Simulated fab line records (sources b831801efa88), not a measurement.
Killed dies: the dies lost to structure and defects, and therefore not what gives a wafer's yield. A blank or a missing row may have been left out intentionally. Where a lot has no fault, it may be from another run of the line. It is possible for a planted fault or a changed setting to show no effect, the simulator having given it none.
fab line records	flow sfq-line
[record] lots = 15	wafers = 43	last-day = 95
route steps=325 shown I2@116 M4@159 I4@164 JJ@183
lots that met no fault: taken from a fault-free run of the same line
start-h: the number of hours between the record's first day and the start of the first shown wafer of the lot	wait-h: hours from the lot's prior step to this one	" the same as in the row above	L1.1+2: one row covering several wafers at once	- value missing, or start not given	* or withheld: withheld	< > ~ a bound
route shown NAME@n: names a module that has steps shown in the file, with the first one's number in the route	usual: mean/standard deviation of fault-free wafers	same: alike in all rows	chamber/n: place in a boat	sites: readings site by site	_std_site: standard deviation across them	_edge_site: mean of outer sites minus mean of inner sites	radius-mm: how far each site lies from the wafer's centre	mask NAME#n: copy n	behind: the most recent tool/chamber to have shaped the wafer	hold: what put the lot on hold/how long, in hours/how the hold closed	device: the transistor (n, p or np) that didn't switch	end of line: tests of these same wafers at the route's end	a step without rows: its recipe alone	killed: dies that structure and defects cost at the first sort, which is not the same as the wafer's yield	map: a wafer's dies, marking killed ones x, the rest . and places with no die _
set.NAME: the setting as run; set.NAME@STEP: as run at that earlier step	model.NAME: the simulator's own value behind a step, which no gauge read
the route's steps for a sample of lots (tables are steps, rows are wafers)
services: a tool's chamber out of use, with start hour (start-h, from the record's first day; less than 0 if before it), hours out, and reason
[[steps]]
[step SFQ_TRILAYER_I2_VIA_STRIP_STRIP_071]
[recipe] gas = O2	power-w = 200	platen-temp-c = 40	overash-fraction = 0.65	chemistry = O2	pressure-mtorr = 50
[usual] drypump-motor-current-A = 5.38/0.2	he-backside-leak-sccm = 3.56/0.23	oes-product-au = 1.008/0.0092
[same] overash-fraction = 0.65
lot.wafer	tool	chamber	start-h	wait-h	drypump-motor-current-A	he-backside-leak-sccm	oes-product-au	rf-hours-counter-h
L375.1	rie-metal-04	0	890.38	-	5.25	3.56	1.011	59
L375.4	"	1	"	"	5.17	3.28	1.003	-
L375.6	"	0	"	"	5.23	3.32	1.020	-
L376.1	rie-metal-04	1	912.10	-	5.17	3.52	1.001	80
L376.4	"	0	"	"	5.25	3.82	1.012	-
L376.6	"	1	"	"	5.16	3.77	1.006	-
L377.1	rie-metal-01	1	915.70	-	5.35	3.68	1.020	49
L377.3	"	1	"	"	5.36	3.62	1.007	-
L377.5	"	0	"	"	5.35	3.79	0.985	-
L378.1	rie-metal-03	0	924.14	-	5.52	3.28	1.006	101
L378.3	"	0	"	"	5.52	3.27	0.996	-
L378.6	"	0	"	"	5.52	3.29	1.004	-
L379.4	rie-metal-04	1	943.54	-	5.17	3.63	0.997	-
L379.5	"	1	"	"	5.19	3.64	1.010	-
L379.6	"	0	"	"	5.25	3.68	1.003	-
L381.3	rie-metal-03	1	996.59	-	5.77	3.38	1.019	-
L381.4	"	0	"	"	5.51	3.32	1.005	-
L381.6	"	1	"	"	5.75	3.31	1.009	-
L382.2	rie-metal-03	1	998.79	-	5.79	3.20	1.014	84
L382.5	"	0	"	"	5.51	3.43	1.001	-
L382.6	"	1	"	"	5.77	3.24	1.014	-
L383.2	rie-metal-01	1	1000.26	-	5.36	3.70	1.011	-
L383.3	"	1	"	"	5.40	3.89	1.013	-
L383.6	"	1	"	"	5.38	3.86	1.005	-
L384.1	rie-metal-04	0	1005.99	-	5.30	3.58	1.014	75
L384.2	"	1	"	"	5.17	3.59	1.004	94
L384.3	"	0	"	"	5.30	3.40	0.995	-
L385.1	rie-metal-04	1	1008.39	-	5.17	3.59	1.014	94
L385.2	"	0	"	"	5.31	3.68	1.011	76
L385.3	"	0	"	"	5.29	3.57	1.003	-
L386.1	rie-metal-01	1	1019.19	-	5.34	3.84	1.012	68
L386.4	"	1	"	"	5.35	3.91	1.011	-
L386.5	"	0	"	"	5.34	3.58	0.997	-
L387.1	rie-metal-04	1	1028.79	-	5.14	3.62	1.013	98
L387.2	"	0	"	"	5.28	3.45	1.009	80
L389.1	rie-metal-04	0	1042.69	-	5.26	3.55	1.004	81
L389.4	"	1	"	"	5.16	3.72	1.011	-
L393.1	rie-metal-01	1	1085.40	-	5.37	3.62	1.018	76
L393.3	"	0	"	"	5.38	3.67	1.005	-
L393.4	"	1	"	"	5.37	3.67	1.024	-
L397.2	rie-metal-01	0	1111.92	-	5.34	3.57	1.009	15
L397.4	"	1	"	"	5.38	3.62	1.020	-
L397.5	"	0	"	"	5.36	3.58	0.998	-
[step SFQ_TRILAYER_M4_BARC_OPEN_METAL_ETCH_123]
[recipe] mask-material = PR	chemistry = O2	target-depth-nm = 125	target = BARC	icp-w = 600	bias-w = 80	pressure-mtorr = 10	time-s = 41.7
[usual] drypump-motor-current-A = 5.5/0.39	he-backside-leak-sccm = 3.38/0.22	oes-product-au = 0.685/0.0045	rf-fwd-power-W = 594/3.1
[same] time-s = 41.7
lot.wafer	tool	chamber	start-h	wait-h	drypump-motor-current-A	he-backside-leak-sccm	oes-product-au	rf-fwd-power-W	rf-hours-counter-h
L375.1	rie-metal-03	0	1286.08	0.0	5.5	3.19	0.689	596	25
L375.4	"	0	"	"	5.5	3.08	0.687	596	-
L375.6	"	0	"	"	5.5	3.31	0.684	596	-
L376.1	rie-metal-03	0	1305.41	0.0	5.5	3.21	0.684	599	29
L376.4	"	0	"	"	5.5	3.25	0.684	596	-
L376.6	"	0	"	"	5.5	3.25	0.686	597	-
L377.1	rie-metal-04	0	1310.21	0.0	5.2	3.65	0.680	593	123
L377.3	"	0	"	"	5.2	3.41	0.689	591	-
L377.5	"	1	"	"	5.2	3.68	0.686	600	-
L378.1	rie-metal-02	1	1322.33	0.0	6.4	3.39	0.685	598	136
L378.3	"	0	"	"	5.3	3.45	0.683	598	-
L378.6	"	1	"	"	6.4	3.43	0.687	597	-
L379.4	rie-metal-02	0	1342.79	0.1	5.3	3.53	0.683	596	-
L379.5	"	0	"	"	5.3	3.49	0.681	594	-
L379.6	"	0	"	"	5.3	3.45	0.679	591	-
L381.3	rie-metal-04	0	1397.75	0.0	5.3	3.49	0.687	593	-
L381.4	"	1	"	"	5.2	3.72	0.683	595	-
L381.6	"	1	"	"	5.2	3.36	0.685	592	-
L382.2	rie-metal-03	1	1400.13	0.0	5.8	3.41	0.689	588	11
L382.5	"	1	"	"	5.8	3.33	0.689	586	-
L382.6	"	0	"	"	5.5	3.29	0.681	599	-
L383.2	rie-metal-03	1	1404.93	0.0	5.8	3.15	0.688	587	12
L383.3	"	1	"	"	5.8	3.29	0.680	587	-
L383.6	"	1	"	"	5.8	3.18	0.678	589	-
L384.1	rie-metal-04	1	1408.53	0.0	5.1	3.61	0.678	595	9
L384.2	"	0	"	"	5.3	3.40	0.687	593	5
L384.3	"	0	"	"	5.3	3.61	0.685	595	-
L385.1	rie-metal-02	1	1409.73	0.0	6.4	3.15	0.684	596	9
L385.2	"	0	"	"	5.3	3.50	0.692	596	47
L385.3	"	0	"	"	5.3	3.39	0.690	594	-
L386.1	rie-metal-04	1	1416.93	0.0	5.2	3.79	0.683	599	10
L386.4	"	1	"	"	5.2	3.67	0.691	595	-
L386.5	"	0	"	"	5.3	3.69	0.684	593	-
L387.1	rie-metal-03	1	1421.73	0.0	5.7	3.16	0.685	587	14
L387.2	"	0	"	"	5.5	3.18	0.680	597	43
L389.1	rie-metal-03	1	1437.45	0.0	5.8	3.32	0.690	588	16
L389.4	"	1	"	"	5.8	3.27	0.683	590	-
L393.1	rie-metal-02	0	1457.85	0.0	5.3	3.45	0.689	594	53
L393.3	"	0	"	"	5.3	3.41	0.680	595	-
L393.4	"	1	"	"	6.4	3.05	0.694	595	-
L397.2	rie-metal-02	0	1484.38	0.0	5.3	3.54	0.684	595	56
L397.4	"	0	"	"	5.3	3.73	0.674	594	-
L397.5	"	0	"	"	5.3	3.53	0.691	598	-
[step SFQ_TRILAYER_I4_CMP_CMP_100]
[recipe] material = SiO2	down-force-psi = 3	platen-rpm = 60	pad-velocity-m-s = 0.94248
[usual] motor-current-A = 10.2/0.98	platen-rpm = 60.00/0.039	time-to-endpoint-s = 218/8.9
lot.wafer	tool	chamber	start-h	wait-h	motor-current-A	platen-rpm	time-to-endpoint-s
L375.1	cmp-01	0	1288.40	0.5	10.6	60.06	215
L375.4	"	2	1289.40	1.5	9.8	59.97	211
L375.6	"	3	"	"	10.4	59.96	219
L376.4	cmp-01	3	1306.50	0.1	10.5	60.06	226
L376.1	"	2	1308.00	1.6	10.3	60.01	203
L376.6	"	3	"	"	10.8	60.03	221
L377.1	cmp-01	2	1312.50	1.3	10.1	60.04	210
L377.3	"	3	"	"	10.5	59.95	221
L377.5	"	2	1314.50	3.3	9.7	60.01	223
L378.1	cmp-02	1	1324.54	1.2	10.6	59.96	219
L378.3	"	3	1325.54	2.2	10.5	60.04	218
L378.6	"	1	1326.54	3.2	11.0	59.95	229
L379.4	cmp-02	2	1345.55	1.0	11.6	59.96	203
L379.5	"	0	1346.55	2.0	8.7	59.89	220
L379.6	"	1	"	"	10.7	60.00	233
L381.3	cmp-02	3	1401.69	3.0	10.6	60.01	218
L381.4	"	2	1403.19	4.4	11.1	59.99	219
L381.6	"	3	"	"	10.4	59.98	219
L382.2	cmp-02	3	1405.69	4.6	10.3	59.97	214
L382.6	"	1	1406.69	5.5	10.7	60.05	229
L382.5	"	2	"	"	11.6	60.01	220
L383.2	cmp-02	0	1410.69	4.7	8.0	59.94	126
L383.3	"	3	1412.19	6.2	10.4	60.02	222
L383.6	"	0	"	"	8.6	60.06	232
L384.2	cmp-01	1	1417.37	7.8	10.8	59.99	213
L384.3	"	2	"	"	9.0	60.07	212
L384.1	"	0	1418.87	9.3	10.9	60.05	209
L385.3	cmp-01	2	1420.37	9.5	9.7	59.96	200
L385.1	"	0	1421.37	10.5	10.1	60.00	205
L385.2	"	1	"	"	10.2	60.00	217
L386.1	cmp-01	0	1426.37	8.4	10.6	60.05	212
L386.4	"	3	1427.87	9.9	10.1	60.04	220
L386.5	"	0	"	"	11.1	60.03	208
L387.2	cmp-02	3	1431.44	8.5	10.7	59.99	122
L387.1	"	2	1432.94	10.0	11.3	60.03	111
L389.1	cmp-02	1	1444.44	5.8	10.5	59.96	126
L389.4	"	0	1445.94	7.3	8.5	60.00	223
L393.3	cmp-01	2	1475.75	16.9	9.6	59.98	204
L393.4	"	3	"	"	10.2	59.97	227
L393.1	"	0	"	"	10.8	60.01	202
L397.4	cmp-01	1	1487.25	1.8	10.1	60.01	218
L397.2	"	2	"	"	9.5	60.00	207
L397.5	"	1	1489.25	3.8	10.4	60.00	222
[step SFQ_JJ_RS_MEAS_929]
[recipe] thk-meas-gauge = four-point-probe	reads = Nb_of_TRILAYER_JJ_TRILAYER_DEP_SPUTTER_112
[usual] JJ_NB_RS = 1.049/0.012
lot.wafer	tool	chamber	start-h	wait-h	JJ_NB_RS[ohm/sq]
L375.1	film-metro-03	-	1420.26	0.0	1.049
L375.4	"	-	"	"	1.064
L375.6	"	-	"	"	1.052
L376.1	film-metro-03	-	1433.46	0.0	1.041
L376.4	"	-	"	"	1.054
L376.6	"	-	"	"	1.048
L377.1	film-metro-04	-	1438.54	0.0	1.060
L377.3	"	-	"	"	1.066
L377.5	"	-	"	"	1.070
L378.1	film-metro-03	-	1444.38	0.0	1.034
L378.3	"	-	"	"	1.047
L378.6	"	-	"	"	1.039
L379.4	film-metro-03	-	1466.04	0.1	1.054
L379.5	"	-	"	"	1.038
L379.6	"	-	"	"	1.040
L381.3	film-metro-04	-	1514.27	0.1	1.042
L381.4	"	-	"	"	1.065
L381.6	"	-	"	"	1.040
L382.2	film-metro-03	-	1517.85	0.1	1.047
L382.5	"	-	"	"	1.037
L382.6	"	-	"	"	1.045
L383.2	film-metro-02	-	1523.85	0.1	1.055
L383.3	"	-	"	"	1.043
L383.6	"	-	"	"	1.045
L384.1	film-metro-03	-	1529.83	0.0	1.051
L384.2	"	-	"	"	1.038
L384.3	"	-	"	"	1.075
L385.1	film-metro-02	-	1531.05	0.0	1.054
L385.2	"	-	"	"	1.050
L385.3	"	-	"	"	1.055
L386.1	film-metro-03	-	1537.03	0.0	1.055
L386.4	"	-	"	"	1.054
L386.5	"	-	"	"	1.046
L387.1	film-metro-02	-	1543.03	0.0	1.034
L387.2	"	-	"	"	1.045
L389.1	film-metro-04	-	1556.36	0.0	1.056
L389.4	"	-	"	"	1.060
L393.1	film-metro-02	-	1578.08	0.0	1.048
L393.3	"	-	"	"	1.036
L393.4	"	-	"	"	1.052
L397.2	film-metro-04	-	1593.70	0.1	1.026
L397.4	"	-	"	"	1.032
L397.5	"	-	"	"	1.024
[[services]]
tool	chamber	start-h	hours	kind
rie-metal-03	0	876.51	1.5	repair
cmp-01	-	883.54	6.4	repair
cmp-01	-	889.52	1.9	repair
cmp-01	-	891.41	9.9	pm
rie-metal-03	-	902.16	0.7	repair
cmp-01	-	902.66	0.4	repair
cmp-01	-	916.29	4.0	pm
cmp-01	-	917.58	0.4	repair
cmp-01	-	931.36	0.3	repair
cmp-01	-	980.10	9.4	repair
cmp-01	-	1048.60	0.6	repair
rie-metal-04	-	1056.63	2.8	pm
rie-metal-03	-	1091.96	1.4	pm
rie-metal-04	1	1132.55	23.7	repair
rie-metal-03	0	1171.96	9.0	repair
rie-metal-04	-	1181.24	0.7	repair
rie-metal-04	-	1184.71	0.6	repair
rie-metal-04	0	1212.24	2.5	repair
rie-metal-04	1	1273.82	12.4	repair
rie-metal-03	-	1315.79	14.6	pm
rie-metal-04	-	1352.07	0.2	repair
rie-metal-04	-	1355.76	2.5	repair
rie-metal-03	-	1370.85	2.1	repair
rie-metal-03	0	1479.20	11.8	repair
[[key]]
[first-sign] step = SFQ_TRILAYER_I4_CMP_CMP_100	reading = time-to-endpoint-s	direction = down	sigmas = 11	usual = *	struck = *
effect none on later readings
met-at SFQ_TRILAYER_I4_CMP_CMP_100
struck-lots L383,L387,L389
struck-wafers L383.2,L387.1,L387.2,L389.1
not-acting-at SFQ_TRILAYER_I2_VIA_STRIP_STRIP_071,SFQ_TRILAYER_M4_BARC_OPEN_METAL_ETCH_123,SFQ_JJ_RS_MEAS_929
onset-between 1405.69 1410.69
[fault] kind = process-parameter-drift	tool = cmp-02	chamber = -	onset-h = 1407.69	steps = SFQ_TRILAYER_I4_CMP_CMP_100	channel = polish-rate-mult	offset = 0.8	shape = step	end-h = 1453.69	scope = struck-wafers-only
